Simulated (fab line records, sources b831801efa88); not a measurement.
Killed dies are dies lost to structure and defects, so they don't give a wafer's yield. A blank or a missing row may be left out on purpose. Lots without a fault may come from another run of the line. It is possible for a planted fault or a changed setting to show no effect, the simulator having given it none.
Which of the tools did it? | flow sfqLine | route of 325 steps, sampled at 1 step: 14 lots, 41 wafers

WHAT EACH GAUGE READ, for each wafer
The record lacks any reading of a measuring or inspecting step that a usual standard deviation could be used to judge.

TOOL THAT RAN EACH LOT (tool first, then ch and the chambers of the sampled wafers, then the start)
lot  | SFQ_TRILAYER_I7_VIA_ETCH_VIA_ETCH_190
L280 | rieDiel-04 ch 0,1,3, day 73 22:47
L281 | rieDiel-02 ch 1,2,3, day 74 03:35
L282 | rieDiel-04 ch 1,2,3, day 74 05:59
L283 | rieDiel-04 ch 0,2, day 74 23:55
L284 | rieDiel-03 ch 0,3, day 75 02:19
L285 | rieDiel-02 ch 1,2,3, day 80 00:34
L287 | rieDiel-03 ch 0,2,3, day 80 06:34
L288 | rieDiel-02 ch 0,1,3, day 80 16:10
L289 | rieDiel-03 ch 0,3, day 80 23:22
L290 | rieDiel-04 ch 0,1, day 81 01:46
L291 | rieDiel-03 ch 0,1,2, day 81 06:34
L292 | rieDiel-04 ch 1,2,3, day 81 12:34
L297 | rieDiel-04 ch 0,1,3, day 82 16:11
L303 | rieDiel-04 ch 1,3, day 83 14:08
- SFQ_TRILAYER_I7_VIA_ETCH_VIA_ETCH_190: etches SiO2 in CHF3, stops on Nb, target depth 260 nm.

AS READ BY THE TOOLS THEMSELVES (means over the sampled wafers that have a number; for cases with no such wafer, the mark the record gives instead)
SFQ_TRILAYER_I7_VIA_ETCH_VIA_ETCH_190. Usual: biasW 80.00 W, standard deviation 0.23; drypumpMotorCurrentA 5.5 A, standard deviation 0.4; oesProductAu 0.854 a.u., standard deviation 0.0059.
lot  | tool       | biasW (W) | drypumpMotorCurrentA (A) | oesProductAu (a.u.) | flag
L280 | rieDiel-04 | 80.07     | 5.7                      | 0.862               | 
L281 | rieDiel-02 | 79.86     | 5.7                      | 0.853               | 
L282 | rieDiel-04 | 80.27     | 5.5                      | 0.856               | 
L283 | rieDiel-04 | 79.97     | 5.4                      | 0.860               | 
L284 | rieDiel-03 | 79.83     | 5.7                      | 0.854               | 
L285 | rieDiel-02 | 80.22     | 5.7                      | 0.858               | 
L287 | rieDiel-03 | 80.28     | 5.7                      | 0.854               | 
L288 | rieDiel-02 | 80.11     | 5.7                      | 0.858               | 
L289 | rieDiel-03 | 63.20     | 5.4                      | 0.855               | OFF
L290 | rieDiel-04 | 80.23     | 5.8                      | 0.847               | 
L291 | rieDiel-03 | 63.42     | 5.6                      | 0.854               | OFF
L292 | rieDiel-04 | 79.91     | 5.5                      | 0.851               | 
L297 | rieDiel-04 | 80.24     | 5.8                      | 0.854               | 
L303 | rieDiel-04 | 80.05     | 5.6                      | 0.854               | 

THE ANSWER, worked out from the rows above alone
Rule: a lot is off if the mean of its wafers that have a number lies more than 3 standard deviations from the usual mean. A lot without any number at a reading at which 4 lots or more have one is off too. Any other lot the step has rows for is counted as sound. The gauges are gone through in route order, then the tools' own readings, and for those a lot's mean is taken as printed above. The first step at which some lot is off is used, and at that step the reading that is off furthest; a lot without a number counts as furthest.
Off, at SFQ_TRILAYER_I7_VIA_ETCH_VIA_ETCH_190 on biasW: L289, L291.
If a tool, at that step or one of the process steps before it, ran each lot that is off and ran no sound lot following the first of them, it fits. One candidate fits, namely rieDiel-03 at SFQ_TRILAYER_I7_VIA_ETCH_VIA_ETCH_190. A fault onset in the window from L287 (day 80 06:34, its last sound lot) to L289 (day 80 23:22, its first lot off) fits.
On the lots that are off, the tool's own readings at SFQ_TRILAYER_I7_VIA_ETCH_VIA_ETCH_190 differ by more than 5 times the standard deviation of the sound lots' means, which bears it out; biasW reads 63.31 W there versus 80.09 W on the sound lots.

WHAT THE SIMULATOR HAD INSERTED
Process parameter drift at SFQ_TRILAYER_I7_VIA_ETCH_VIA_ETCH_190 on rieDiel-03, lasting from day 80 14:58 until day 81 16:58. Setting biasW, moved by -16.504, from 80. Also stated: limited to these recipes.
Struck lots among those shown: L289, L291. The rule above found the same.
